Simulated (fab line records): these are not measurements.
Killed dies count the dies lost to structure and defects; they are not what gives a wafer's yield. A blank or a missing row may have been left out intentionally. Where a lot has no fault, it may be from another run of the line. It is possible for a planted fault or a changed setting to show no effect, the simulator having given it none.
Comparing a struck lot with a sound one :: flow sky130 :: 15 out of 708 route steps
Sound: the wafers L590.1, L590.4, L590.5. Struck: wafer L606.5 (L606.3, L606.6, from the same lot, were not struck and are left out); the cause is given at the end.
Order at every step that has rows: each side's tool, ch and its chambers, its first start. Under that, the readings that differ: sound wafers :: struck wafers :: difference of the means :: sigmas: that difference in standard deviations of wafers without a fault.
alike: readings whose means differ by less than 2 such deviations, and words and numbers that are the same on both sides. not compared: withheld readings, readings that some wafer has no value for, bounds like >300 that may hide the same value, and numbers for which the record gives no deviation and whose values overlap.
A row with sigmas, a row that says differs or no value, or rows on one side alone: a step with any of these is where the two part. Numbers that don't overlap but have no deviation are shown without sigmas and don't part them. Lack of a reading on every wafer of one side parts them only where that side has two or more wafers.

SKY_FIELD_ISO_THK_MEAS_02:
  sound on film-metro-01, day 1 21:38; struck on film-metro-04, day 5 06:16
  alike: FIELD_ISO_OXIDATION_00_THK
then, 1 step without rows for these wafers: SKY_FIELD_ISO_CVD_03 (deposits Si3N4 from DCS/NH3, target thk 165 nm, time 2830 s).
SKY_FIELD_ISO_THK_MEAS_04:
  sound on film-metro-02, day 1 23:29; struck on film-metro-04, day 5 08:07
  alike: FIELD_ISO_CVD_03_THK
then, 8 steps without rows for these wafers: SKY_FIELD_ISO_DEHYDRATE_05 (time 60 s); SKY_FIELD_ISO_HMDS_06 (prime time 60 s); SKY_FIELD_ISO_COAT_07 (resist thk 60 nm); SKY_FIELD_ISO_COAT_08 (resist thk 450 nm); SKY_FIELD_ISO_SOFTBAKE_09 (time 90 s); SKY_FIELD_ISO_EXPOSE_10 (exposes mask FOM, target cd 150 nm); SKY_FIELD_ISO_PEB_11; SKY_FIELD_ISO_DEVELOP_12 (develop time 60 s).
SKY_FIELD_ISO_CD_MEAS_13 targets a cd of 150 nm.
  sound on cd-sem-01, day 2 13:56; struck on cd-sem-02, day 6 02:28
  alike: cd-nm
SKY_FIELD_ISO_ETCH_14: etches BARC in N2/H2, stops on SiO2, time 45.9 s, target depth 60 nm.
  sound on rie-diel-02 ch 0,1, day 2 14:04; struck on rie-diel-02 ch 3, day 6 02:33
reading: oes-product-au (a.u.)
sound: 0.857 0.855 0.862
struck: 0.894
difference: +0.036
sigmas: +8

reading: run-length-s (s)
sound: 73.9 73.9 73.9
struck: 71.6
difference: -2.3
sigmas: -6
  alike: drypump-motor-current-A, throttle-valve-pct
  not compared: bias-w, rf-fwd-power-W, rf-hours-counter-h
SKY_FIELD_ISO_ETCH_15: etches the open film in CHF3/O2, stops on Si, target depth 180 nm, time 72 s.
  sound on rie-diel-02 ch 0,1, day 2 14:06; struck on rie-diel-02 ch 3, day 6 02:36
  alike: bias-w, chf3-flow-sccm, drypump-motor-current-A, oes-product-au, rf-fwd-power-W, run-length-s, throttle-valve-pct
  not compared: rf-hours-counter-h
-- the record jumps here: 44 days lie between the struck wafers' starts before and after (it left off in module FIELD_ISO and takes up again in module PAD_OPEN, whose first step shown is number 708 of the route) --
SKY_PAD_OPEN_PROBE_99:
  rows exist in the record for the struck wafers here (prober-02, day 50 07:31), but not for the sound ones

## WHERE THEY PART
First at SKY_FIELD_ISO_ETCH_14; last, within this record, at SKY_PAD_OPEN_PROBE_99.

WHY: the cause the simulator had injected
rie-diel-02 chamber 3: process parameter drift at SKY_FIELD_ISO_ETCH_14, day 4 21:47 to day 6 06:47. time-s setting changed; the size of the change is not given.
